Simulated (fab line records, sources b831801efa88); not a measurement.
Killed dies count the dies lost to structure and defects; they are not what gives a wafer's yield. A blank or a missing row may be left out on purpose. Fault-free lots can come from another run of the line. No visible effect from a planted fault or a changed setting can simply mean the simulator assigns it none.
Which tool did it? -- flow sky130 -- Sampling: 10 lots, 30 wafers, 5 of 708 route steps

WHAT THE GAUGES READ, wafer by wafer
SKY_CAPM_THK_MEAS_01. Usual: CAPM_CVD_00_THK gives 15.40 nm (standard deviation 0.19).
lot,measured,on,CAPM_CVD_00_THK (nm),flag
L121,day 36 01:12,film_metro-03,15.22 15.15 15.19,
L122,day 36 03:07,film_metro-02,15.51 15.52 15.73,
L123,day 36 17:49,film_metro-02,15.18 15.29 15.48,
L130,day 39 18:10,film_metro-02,15.22 15.33 15.32,
L132,day 40 07:41,film_metro-03,15.33 15.82 15.58,
L134,day 40 11:55,film_metro-04,15.30 15.35 15.54,
L140,day 41 22:58,film_metro-03,15.30 15.17 15.30,
L141,day 42 11:46,film_metro-02,15.55 18.23 18.65 15.50 18.30 18.68,OFF
L143,day 42 20:03,film_metro-03,15.14 15.58 15.28,
L144,day 43 02:43,film_metro-02,15.17 15.23 15.10,

SKY_CAPM_RS_MEAS_03: measurement is done with a four-point probe. Usual: CAPM_TIN_RS gives 6.91 ohm/sq (standard deviation 0.081).
lot,measured,on,CAPM_TIN_RS (ohm/sq),flag
L121,day 36 01:22,film_metro-03,7.11 7.05 7.09,
L122,day 36 03:17,film_metro-03,6.93 6.85 6.88,
L123,day 36 17:59,film_metro-03,7.06 6.95 7.05,
L130,day 39 18:21,film_metro-04,6.81 6.87 6.85,
L132,day 40 07:51,film_metro-04,6.76 6.80 6.79,
L134,day 40 12:05,film_metro-03,6.94 6.90 6.93,
L140,day 41 23:08,film_metro-03,6.95 6.97 7.01,
L141,day 42 16:47,film_metro-03,7.03 7.00 7.04,
L143,day 42 20:13,film_metro-04,6.77 6.81 6.82,
L144,day 43 02:53,film_metro-04,6.90 6.97 6.93,

WHAT TOOL EACH LOT RAN ON (gives the tool, then ch and the chambers of the sampled wafers, and finally the start)
lot,SKY_VIA2_CMP_24,SKY_METAL3_SPUTTER_02,SKY_CAPM_CVD_00
L121,"cmp-02 ch 0,1,3, day 36 00:44","pvd_sputter-04, day 36 01:05","pecvd-02 ch 0,1,2, day 36 01:11"
L122,"cmp-02 ch 0,1,3, day 36 02:38","pvd_sputter-01, day 36 02:59","pecvd-03 ch 0,1, day 36 03:05"
L123,"cmp-02 ch 0,3, day 36 17:19","pvd_sputter-04, day 36 17:40","pecvd-02 ch 0,1,2, day 36 17:46"
L130,"cmp-02 ch 1,3, day 39 17:43","pvd_sputter-03, day 39 18:01","pecvd-01 ch 0,1, day 39 18:07"
L132,"cmp-01 ch 0,2,3, day 40 07:22","pvd_sputter-03, day 40 07:33","pecvd-02 ch 0,1,2, day 40 07:40"
L134,"cmp-01 ch 0,1,2, day 40 11:31","pvd_sputter-03, day 40 11:46","pecvd-01 ch 0,1, day 40 11:52"
L140,"cmp-02 ch 0,1,3, day 41 22:29","pvd_sputter-01, day 41 22:50","pecvd-03 ch 0,1,2, day 41 22:56"
L141,"cmp-01 ch 1,2, day 42 11:17","pvd_sputter-04, day 42 11:38","pecvd-03 ch 0,1, day 42 11:44"
L143,"cmp-01 ch 1,3, day 42 19:35","pvd_sputter-01, day 42 19:56","pecvd-02 ch 0,2, day 42 20:02"
L144,"cmp-01 ch 1,2,3, day 43 02:14","pvd_sputter-03, day 43 02:35","pecvd-02 ch 0,1,2, day 43 02:41"
- SKY_VIA2_CMP_24: polishes, stops on SiO2, t overpolish 20 s, target thk 0 nm.
- SKY_METAL3_SPUTTER_02: material AlCu, target thk 735 nm, time 39.1 s.
- SKY_CAPM_CVD_00: deposits SiO2, target thk 15.5 nm.

AS READ BY THE TOOLS THEMSELVES (means over the sampled wafers that have a number; for cases with no such wafer, the mark the record gives instead)
SKY_VIA2_CMP_24. Usual: head_pressure_psi 3.500 psi, standard deviation 0.0081; motor_current_A 10.3 A, standard deviation 0.86; overpolish_run_s 20.001 s, standard deviation 0.0097; time_to_endpoint_s 101 s, standard deviation 3.3.
lot,tool,head_pressure_psi (psi),motor_current_A (A),overpolish_run_s (s),time_to_endpoint_s (s),flag
L121,cmp-02,3.500,9.9,19.994,98,
L122,cmp-02,3.507,9.9,20.006,96,
L123,cmp-02,3.497,10.0,19.989,100,
L130,cmp-02,3.504,10.4,20.006,101,
L132,cmp-01,3.504,10.4,19.998,94,
L134,cmp-01,3.497,10.5,20.008,103,
L140,cmp-02,3.490,10.1,19.990,104,
L141,cmp-01,3.493,9.0,19.994,105,
L143,cmp-01,3.503,10.1,20.001,104,
L144,cmp-01,3.504,9.7,20.005,104,

SKY_METAL3_SPUTTER_02. Usual: throttle_valve_pct reads 29.2 % (standard deviation 0.92).
lot,tool,throttle_valve_pct (%),flag
L121,pvd_sputter-04,28.6,
L122,pvd_sputter-01,30.2,
L123,pvd_sputter-04,29.3,
L130,pvd_sputter-03,29.6,
L132,pvd_sputter-03,29.3,
L134,pvd_sputter-03,29.4,
L140,pvd_sputter-01,30.1,
L141,pvd_sputter-04,28.6,
L143,pvd_sputter-01,29.2,
L144,pvd_sputter-03,29.7,

SKY_CAPM_CVD_00. Usual: heater_power_w 749 W, standard deviation 130; susceptor_temp_C 400.01 C, standard deviation 0.23.
lot,tool,heater_power_w (W),susceptor_temp_C (C),flag
L121,pecvd-02,686,400.32,
L122,pecvd-03,742,400.36,
L123,pecvd-02,644,400.05,
L130,pecvd-01,881,400.15,
L132,pecvd-02,683,399.89,
L134,pecvd-01,836,400.24,
L140,pecvd-03,798,400.11,
L141,pecvd-03,731,399.93,
L143,pecvd-02,624,400.25,
L144,pecvd-02,617,400.06,

THE ANSWER, worked out from the rows above alone
Rule: lot off if the mean of its wafers having a number is beyond 3 standard deviations from the usual mean. A lot without any number at a reading at which 4 lots or more have one is off too. Any other lot the step has rows for is counted as sound. First the gauges in route order, then the tools' own readings, where a lot's mean is used as printed above. At the first step where some lot is off, the reading lying furthest off is the one used; lots without a number count as furthest.
Off: L141, seen at SKY_CAPM_THK_MEAS_01 (CAPM_CVD_00_THK).
If a tool, at a process step before that reading, ran all the lots that are off and no sound lot after the first of them, it fits. Gauges at SKY_CAPM_THK_MEAS_01: tried the same way as those tools. 2 tools fit, pvd_sputter-04 at SKY_METAL3_SPUTTER_02 and pecvd-03 at SKY_CAPM_CVD_00, so this cannot tell which one it is.

WHAT THE SIMULATOR PUT IN
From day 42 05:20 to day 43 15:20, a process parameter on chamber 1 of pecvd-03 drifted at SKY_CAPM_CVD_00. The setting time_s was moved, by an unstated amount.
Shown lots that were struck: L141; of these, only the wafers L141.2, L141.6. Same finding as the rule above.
